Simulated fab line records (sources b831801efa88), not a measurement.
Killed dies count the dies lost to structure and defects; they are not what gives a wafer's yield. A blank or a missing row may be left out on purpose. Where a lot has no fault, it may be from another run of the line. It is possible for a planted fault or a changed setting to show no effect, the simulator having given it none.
Problem report, 8D (eight disciplines) form, completed by code    flow sky130    the parts of the form that need people (team, actions taken, sign-off) are left out

1. THE PROBLEM
At SKY_SONOS_ONO_WET_ETCH_16, runLengthS averages 642 s over 9 wafers from 3 lots, while fault-free wafers read 309 s, standard deviation 4.2. Relative to the usual mean, that is a shift of +79 standard deviations.
The step: etches SiO2 in dHF, target depth 14 nm, time 280 s.
The first sign was on wafer L655.3 at day 18 03:16, on wetBench-03. The record holds 42 wafers of 14 lots with a number at this step. The rule behind "out" and "out of limits": a value lying over 4 standard deviations away from the usual mean. Any other wafer with a number is counted as sound.

2. WHAT IT IS, AND WHAT IT ISN'T
question                     is                      is not
which readings at this step  runLengthS              -
which lots                   L655, L656, L657        L639, L641, L642, L643, L644, L645, L648, L649, L651, L661, L662
which wafers of those lots   all that have a number  -
read on which tools          wetBench-03             wetBench-02, wetBench-04
when                         from day 18 03:16       up to then (27 sound wafers); but 6 sound wafers of L661, L662 came after

3. THE SUSPECTS, EACH WITH WHAT RULES IT OUT
Counting: a tool stays on the suspect list if, at a process step up to the reading, it processed all lots that are out and no sound lot following the first of them.
- wetBench-03 at SKY_SONOS_ONO_WET_ETCH_16 (etches SiO2 in dHF, target depth 14 nm, time 280 s): kept. All lots that are out passed through it, beginning with L655 at day 18 03:16, and no sound lot followed; its final sound lot before that point was L648 at day 16 00:58. On those wafers its own readings are out: runLengthS.
After counting, what remains is wetBench-03 at SKY_SONOS_ONO_WET_ETCH_16.

4. THE CAUSE (what the simulator had put in)
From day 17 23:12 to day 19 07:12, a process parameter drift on wetBench-03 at SKY_SONOS_ONO_WET_ETCH_16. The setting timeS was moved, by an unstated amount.
The count eliminated every tool but this one.

5. SEQUENCE OF EFFECTS, ordered by route
Each row: a reading where the mean over the struck wafers with a number is more than 3 standard deviations away from the usual. Only readings whose record carries a usual standard deviation are examined. hours: median over the lots of the time between each lot's start at the first step of this table that gives one and its start at this step. sigmas: the change, counted in usual standard deviations.
hours  step                       reading     usual  on struck wafers  change  sigmas
0      SKY_SONOS_ONO_WET_ETCH_16  runLengthS  309 s  642               +333    +79
It contains these process steps:
- SKY_SONOS_ONO_WET_ETCH_16: etches SiO2 in dHF, target depth 14 nm, time 280 s.

6. WHAT WOULD HAVE CAUGHT IT SOONER
The fault began at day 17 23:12; the first out-of-limits reading in this record came at day 18 03:16, 4 hours later.
